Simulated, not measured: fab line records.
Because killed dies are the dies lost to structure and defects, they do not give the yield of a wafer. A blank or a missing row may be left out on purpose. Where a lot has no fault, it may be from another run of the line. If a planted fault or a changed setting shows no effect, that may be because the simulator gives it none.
Problem report, 8D (eight disciplines) form, completed by code ; flow gf180mcu ; the parts of the form that need people (team, actions taken, sign-off) are left out

== 1. WHAT WENT WRONG ==
DUAL_GATE_OXIDATION_00_THK at GF_DUAL_GATE_THK_MEAS_03 reads a mean of 12.11 nm on 6 wafers of 2 lots; wafers without a fault read 10.87 nm with a standard deviation of 0.24. That is +5.2 standard deviations from the usual mean.
Seen first at day 10 21:58 on filmMetro-03, wafer L521.2. Wafers with a number at this step in the record: 42, from 14 lots. Rule for "out" (also "out of limits"): further than 4 standard deviations from the usual mean. Any other wafer with a number is counted as sound.

== 2. WHAT IT IS; WHAT IT IS NOT ==
question;is;is not
which readings at this step;DUAL_GATE_OXIDATION_00_THK;-
which lots;L521, L522;L510, L511, L512, L514, L520, L523, L524, L526, L528, L529, L532, L533
which wafers of those lots;all that have a number;-
read on which gauges;filmMetro-03, filmMetro-04;filmMetro-01
when;from day 10 21:58;"up to then (15 sound wafers); but 21 sound wafers of L523, L524, L526, L528, L529, L532, L533 came after"

== 3. THE SUSPECTS, EACH WITH WHAT RULES IT OUT ==
Counting: a tool stays on the suspect list if, at a process step up to the reading, it processed all lots that are out and no sound lot following the first of them.
- the gauge at GF_DUAL_GATE_THK_MEAS_03 is ruled out. Those wafers that are out were read across 2 gauges (filmMetro-03, filmMetro-04).
- furnace-01 at GF_DUAL_GATE_OXIDATION_02 (stabilise 600 s, purge 300 s, target thk 10.887 nm): ruled out as a lasting fault. After its first lot that is out, L521 (day 10 20:31), sound lots L532, L533 ran on it.
Left after counting: nothing in the record.

== 4. THE CAUSE (what the simulator had put in) ==
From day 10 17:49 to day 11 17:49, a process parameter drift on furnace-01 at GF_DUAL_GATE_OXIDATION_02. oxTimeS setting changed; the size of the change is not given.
Counting ruled it out, wrongly: the rule takes a fault to strike every lot that its tool runs from its start on, and this one did not.

== 5. THE CHAIN OF EFFECTS, in route order ==
One row per reading whose mean, taken over the struck wafers that have a number, lies over 3 standard deviations from the usual. Only readings for which the record gives a usual standard deviation are gone through. hours: the time from each lot's start at the first step in this table that gives one to its start at this step, as a median over the lots. sigmas: the change in usual standard deviations.
hours;step;reading;usual;on struck wafers;change;sigmas
0;GF_DUAL_GATE_THK_MEAS_03;DUAL_GATE_OXIDATION_00_THK;10.87 nm;12.11;+1.24;+5.2

== 6. WHAT WOULD HAVE CAUGHT IT SOONER ==
The first out-of-limits reading at a measuring or inspecting step in this record came at day 10 21:58, 4 hours after the fault's start at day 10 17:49.
An alarm limit of 4 standard deviations would not have fired on the tool readings at GF_DUAL_GATE_OXIDATION_02 for which the record gives a usual standard deviation, since none of them was out on any struck wafer.
